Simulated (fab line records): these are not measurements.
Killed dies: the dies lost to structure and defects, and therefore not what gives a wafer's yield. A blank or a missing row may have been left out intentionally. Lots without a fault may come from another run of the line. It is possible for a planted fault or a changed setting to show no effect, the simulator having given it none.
Chamber matching :: flow gf180mcu :: cmp-02 running GF_V4_CMP_26: 4 sister chambers
The step polishes, stops on SiO2, t overpolish 15 s, target thk 0 nm. 8 wafers are shown with their chamber, then 7 later ones without.

WAFERS PAIRED WITH THEIR CHAMBERS
wafer: L563.2
chamber: 2
motorCurrentA (A): 10.7
slurryFlowMlMin: 149.4

wafer: L563.4
chamber: 3
motorCurrentA (A): 10.7
slurryFlowMlMin: 149.7

wafer: L563.5
chamber: 1
motorCurrentA (A): 10.9
slurryFlowMlMin: 149.3

wafer: L564.4
chamber: 0
motorCurrentA (A): 9.5
slurryFlowMlMin: 149.0

wafer: L564.5
chamber: 1
motorCurrentA (A): 10.5
slurryFlowMlMin: 149.2

wafer: L564.6
chamber: 0
motorCurrentA (A): 9.6
slurryFlowMlMin: 149.6

wafer: L567.1
chamber: 2
motorCurrentA (A): 9.7
slurryFlowMlMin: 150.3

wafer: L567.3
chamber: 3
motorCurrentA (A): 10.1
slurryFlowMlMin: 149.8

WAFERS WHOSE CHAMBER IS MISSING
wafer: L567.4
motorCurrentA (A): 9.4
slurryFlowMlMin: 150.3

wafer: L569.4
motorCurrentA (A): 10.4
slurryFlowMlMin: 150.2

wafer: L569.5
motorCurrentA (A): 10.9
slurryFlowMlMin: 149.1

wafer: L569.6
motorCurrentA (A): 9.7
slurryFlowMlMin: 149.9

wafer: L573.1
motorCurrentA (A): 9.7
slurryFlowMlMin: 149.8

wafer: L573.4
motorCurrentA (A): 11.1
slurryFlowMlMin: 150.1

wafer: L578.6
motorCurrentA (A): 10.9
slurryFlowMlMin: 149.6

WHICH CHAMBER EACH ONE RAN IN
wafer: L567.4
from the rows above: can't be placed: 2 or 0 or 3 or 1
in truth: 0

wafer: L569.4
from the rows above: can't be placed: 2 or 3 or 1
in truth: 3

wafer: L569.5
from the rows above: can't be placed: 1 or 3 or 2
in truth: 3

wafer: L569.6
from the rows above: can't be placed: 2 or 0 or 3 or 1
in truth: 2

wafer: L573.1
from the rows above: can't be placed: 2 or 0 or 3 or 1
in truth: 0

wafer: L573.4
from the rows above: can't be placed: 3 or 2 or 1
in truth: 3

wafer: L578.6
from the rows above: can't be placed: 1 or 3 or 2
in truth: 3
Placed correctly: 0 of 7. Not placeable from these rows: 7 (in 7, the candidates include the true chamber). Wrongly placed: 0.
How it was worked out, from the rows above alone: a wafer's distance from a chamber is the root of the sum, over the readings, of the square of ((its reading less the chamber's mean) divided by the reading's scatter). The wafer belongs to the nearest chamber; if the next one is less than 2 further off, it can't be placed. Each chamber's mean is taken over the wafers shown for it. The scatter is the square root of a quotient: the sum, over the shown wafers, of each reading's squared deviation from its chamber's mean, divided by wafers minus chambers.
